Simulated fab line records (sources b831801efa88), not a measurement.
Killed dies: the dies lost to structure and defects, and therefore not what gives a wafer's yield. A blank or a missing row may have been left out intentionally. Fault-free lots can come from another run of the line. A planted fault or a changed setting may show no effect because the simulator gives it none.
The tool behind it: which one? -- flow sfq-line -- 13 lots, 39 wafers sampled, at 2 steps of a route of 325

== WHAT EACH GAUGE READ, for each wafer ==
SFQ_M3_RS_MEAS_919: uses a four-point probe to measure.
lot,measured,on,M3_NB_RS (ohm/sq)
L161,day 36 20:06,film-metro-04,0.887 0.883 0.881
L162,day 37 03:17,film-metro-01,0.884 0.895 0.907
L163,day 37 11:41,film-metro-02,0.876 0.879 0.884
L165,day 37 20:05,film-metro-02,0.885 0.887 0.885
L166,day 38 20:06,film-metro-02,0.881 0.872 0.885
L172,day 41 15:43,film-metro-01,0.872 0.874 0.876
L174,day 42 18:17,film-metro-04,0.874 0.617 0.877
L175,day 42 19:28,film-metro-01,0.890 0.878 0.893
L178,day 43 05:04,film-metro-01,0.883 0.894 0.892
L180,day 43 09:53,film-metro-04,0.892 0.894 0.898
L181,day 43 13:29,film-metro-04,0.894 0.883 0.905
L182,day 43 20:53,film-metro-04,0.881 0.885 0.888
L184,day 45 13:41,film-metro-01,0.900 0.899 0.899

== EACH LOT AND THE TOOL THAT RAN IT (in order: tool; ch and the chambers of the sampled wafers; start) ==
lot,SFQ_TRILAYER_M3_DEP_SPUTTER_073
L161,"pvd-sputter-03, day 36 19:59"
L162,"pvd-sputter-05, day 37 03:11"
L163,"pvd-sputter-03, day 37 11:35"
L165,"pvd-sputter-03, day 37 19:59"
L166,"pvd-sputter-05, day 38 20:01"
L172,"pvd-sputter-04, day 41 15:38"
L174,"pvd-sputter-03, day 42 18:09"
L175,"pvd-sputter-05, day 42 19:21"
L178,"pvd-sputter-04, day 43 04:57"
L180,"pvd-sputter-04, day 43 09:45"
L181,"pvd-sputter-05, day 43 13:22"
L182,"pvd-sputter-05, day 43 20:48"
L184,"pvd-sputter-03, day 45 13:36"
- SFQ_TRILAYER_M3_DEP_SPUTTER_073: material Nb, target thk 200 nm, time 133.3 s.

== WHAT THE TOOLS THEMSELVES READ (means of the sampled wafers that have a number; where no wafer has one, the mark that the record gives instead) ==
SFQ_TRILAYER_M3_DEP_SPUTTER_073.
lot,tool,base-pressure-pa (Pa),throttle-valve-pct (%)
L161,pvd-sputter-03,1.35e-06,29.3
L162,pvd-sputter-05,1.31e-06,30.5
L163,pvd-sputter-03,1.32e-06,28.9
L165,pvd-sputter-03,1.33e-06,29.2
L166,pvd-sputter-05,1.35e-06,31.2
L172,pvd-sputter-04,1.33e-06,30.3
L174,pvd-sputter-03,1.39e-06,28.7
L175,pvd-sputter-05,1.32e-06,30.2
L178,pvd-sputter-04,1.26e-06,30.6
L180,pvd-sputter-04,1.33e-06,30.8
L181,pvd-sputter-05,1.36e-06,30.5
L182,pvd-sputter-05,1.30e-06,30.6
L184,pvd-sputter-03,1.37e-06,29.0

== THE ANSWER, worked out from the rows above alone ==
Rule: what is usual is taken from the lots themselves. The widest of any qualifying gaps counts: lots, ordered by their means at a reading, are off when they make up no more than a third of the lots, leave a main group of 4 or more, and stand apart from it by 3 or more times the standard deviation of that group's means. Not used: any main group whose means are identical at the precision the tables above print for the reading. Also off: a lot with no number at a reading for which 4 or more lots have one. The other lots that the step has rows for count as sound. First the gauges in route order, then the tools' own readings, where a lot's mean is used as printed above. At the first step where some lot is off, the reading lying furthest off is the one used; lots without a number count as furthest.
Off: at SFQ_M3_RS_MEAS_919 (M3_NB_RS), L174. The main group has a mean of 0.887 ohm/sq with a standard deviation of 0.0073.
If a tool, at a process step before that reading, ran all the lots that are off and no sound lot after the first of them, it fits. The gauges at SFQ_M3_RS_MEAS_919 are tried like those tools. None of those tried fits.

== WHAT WAS PUT IN BY THE SIMULATOR ==
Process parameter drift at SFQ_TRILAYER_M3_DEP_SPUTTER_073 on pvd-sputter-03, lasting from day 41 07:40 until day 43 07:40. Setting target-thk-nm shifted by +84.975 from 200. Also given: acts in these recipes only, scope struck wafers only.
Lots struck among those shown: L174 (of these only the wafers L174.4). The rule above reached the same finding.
